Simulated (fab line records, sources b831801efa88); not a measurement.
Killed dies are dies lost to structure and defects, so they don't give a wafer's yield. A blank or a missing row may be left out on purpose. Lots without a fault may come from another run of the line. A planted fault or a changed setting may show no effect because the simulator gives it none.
Problem report in the 8D (eight disciplines) form, filled by code | flow sky130 | the parts of the form that need people (team, actions taken, sign-off) are left out

1. THE PROBLEM
rotation_deg at SKY_LDD_N_IMPLANT_08 reads a mean of 194.017 degrees on 6 wafers of 2 lots; wafers without a fault read 22.993 degrees with a standard deviation of 0.02. That is +99 or more standard deviations from the usual mean.
First seen on wafer L565.1, day 22 00:44, on implanter-04. The record holds 18 wafers of 6 lots with a number at this step. Rule for "out", or "out of limits": more than 4 standard deviations from the usual mean. The other wafers with a number count as sound.

2. WHAT IT IS AND WHAT IT IS NOT
question                    | is                     | is not
which readings at this step | rotation_deg           | -
which lots                  | L565, L567             | L561, L568, L571, L574
which wafers of those lots  | all that have a number | -
read on which tools         | implanter-04           | implanter-01, implanter-03
when                        | from day 22 00:44      | up to then (3 sound wafers); but 9 sound wafers of L568, L571, L574 came after

3. SUSPECTS, AND WHAT RULES EACH OUT
Counting: a tool at a process step up to the reading stays a suspect if it ran every lot that is out and no sound lot after the first of them.
- implanter-04 at SKY_LDD_N_IMPLANT_08: kept. It ran every lot that is out, first L565 (day 22 00:44), and no sound lot after that; its last sound lot up to then is L561 (day 20 18:24). Its own readings are out on those wafers: rotation_deg.
Left after counting: implanter-04 at SKY_LDD_N_IMPLANT_08.

4. THE CAUSE (what the simulator had put in)
Process parameter drift: implanter-04, from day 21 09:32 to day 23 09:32, at SKY_LDD_N_IMPLANT_08. Setting rotation_deg, moved by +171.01, from 23. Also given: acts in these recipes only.
Counting left only this tool.

5. THE CHAIN OF EFFECTS, in route order
Each row: a reading whose mean over the struck wafers that have a number lies more than 3 standard deviations from the usual. Only readings for which the record gives a usual standard deviation are gone through. hours: the time from each lot's start at the first step in this table that gives one to its start at this step, as a median over the lots. sigmas: the change in usual standard deviations.
hours | step                 | reading      | usual          | on struck wafers | change   | sigmas
0     | SKY_LDD_N_IMPLANT_08 | rotation_deg | 22.993 degrees | 194.017          | +171.024 | +99 or more
The process steps in it:
- SKY_LDD_N_IMPLANT_08

6. WHAT WOULD HAVE CAUGHT IT SOONER
In this record the first reading out of limits was taken at day 22 00:44, 15 hours after the fault began at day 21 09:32.
